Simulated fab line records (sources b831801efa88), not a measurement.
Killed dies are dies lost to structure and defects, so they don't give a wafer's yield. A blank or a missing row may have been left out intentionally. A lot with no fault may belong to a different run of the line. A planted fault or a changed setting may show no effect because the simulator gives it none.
One fault through the eyes of 2 desks :: flow sky130 :: numbers are kept per desk, each desk with only its own; the story behind them comes last

FOR THE TOOL OWNER'S DESK: implanter-03
The tool's own readings at SKY_VT_ADJUST_HVTP_IMPLANT_09, given as means over the sampled wafers that have a number, one for each lot that went through this tool. If a lot's mean is further than 4 standard deviations from the usual mean, the lot is out of limits and carries the mark OUT (the distance appears in the brackets).
Columns: A = dose-ions-cm2 at SKY_VT_ADJUST_HVTP_IMPLANT_09, usual 4.299e+12; B = faraday-current-uA at SKY_VT_ADJUST_HVTP_IMPLANT_09, usual 24.2
lot: L611
first seen here: day 7 23:09
A: 4.306e+12
B: 24.4

lot: L612
first seen here: day 8 10:29
A: 2.671e+12 (-99 or more) OUT
B: 15.0 (-22) OUT

lot: L613
first seen here: day 8 18:18
A: 2.663e+12 (-99 or more) OUT
B: 14.9 (-22) OUT

lot: L616
first seen here: day 9 07:58
A: 2.665e+12 (-99 or more) OUT
B: 15.2 (-22) OUT
Finding of this desk: L612, L613, L616 out of limits; the first was L612 at day 8 10:29, on dose-ions-cm2 at SKY_VT_ADJUST_HVTP_IMPLANT_09. L611 stayed within limits.

FROM THE METROLOGY DESK
Means of the sampled wafers that have a number, per lot and without regard to the tool the lot ran on: this is what the gauges read. If a lot's mean is further than 4 standard deviations from the usual mean, the lot is out of limits and carries the mark OUT (the distance appears in the brackets).
Columns: A = cd-nm at SKY_VT_ADJUST_HVTP_CD_MEAS_07, usual 380.4 nm; B = VT_ADJUST_HVTP_TW at SKY_VT_ADJUST_HVTP_TW_MEAS_11, usual 1359; C = cd-nm at SKY_VT_ADJUST_NCORE_CD_MEAS_07, usual 380.5 nm
lot: L605
first seen here: day 6 10:36
A: 378.0
B: 1389
C: 381.9

lot: L606
first seen here: day 6 18:30
A: 381.0
B: 1330
C: 382.6

lot: L611
first seen here: day 7 22:59
A: 383.1
B: 1378
C: 379.0

lot: L612
first seen here: day 8 10:19
A: 382.8
B: 1146 (-9.2) OUT
C: 378.9

lot: L613
first seen here: day 8 18:09
A: 381.4
B: 1145 (-9.3) OUT
C: 383.3

lot: L614
first seen here: day 8 22:32
A: 378.4
B: 1336
C: 381.7

lot: L616
first seen here: day 9 07:48
A: 385.0
B: 1178 (-7.9) OUT
C: 379.9

lot: L620
first seen here: day 10 08:03
A: 382.6
B: 1340
C: 380.7

lot: L624
first seen here: day 11 10:04
A: 379.6
B: 1378
C: 379.9

lot: L625
first seen here: day 11 17:29
A: 380.7
B: 1333
C: 380.0

lot: L626
first seen here: day 11 20:03
A: 379.0
B: 1380
C: 377.8

lot: L627
first seen here: day 12 01:48
A: 381.1
B: 1374
C: 375.1
Finding of this desk: L612, L613, L616 out of limits, first seen on L612 at day 8 10:43 (VT_ADJUST_HVTP_TW at SKY_VT_ADJUST_HVTP_TW_MEAS_11). L605, L606, L611, L614, L620, L624, L625, L626, L627 stayed within limits.

ALL TOGETHER
On L612, L613, L616, at day 8 10:29, an alarm was possible from the tool owner's desk.
Metrology desk: alarm possible at day 8 10:43 on L612, L613, L616.
Every lot named ran SKY_VT_ADJUST_HVTP_IMPLANT_09 on implanter-03.

WHAT THE SIMULATOR PUT IN
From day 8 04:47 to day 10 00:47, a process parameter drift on implanter-03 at SKY_VT_ADJUST_HVTP_IMPLANT_09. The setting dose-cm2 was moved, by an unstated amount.
Shown lots that were struck: L612, L613, L616.
Counting hours from when the fault started, the first reading out of limits came at 6 for the tool owner's desk and at 6 for the metrology desk.
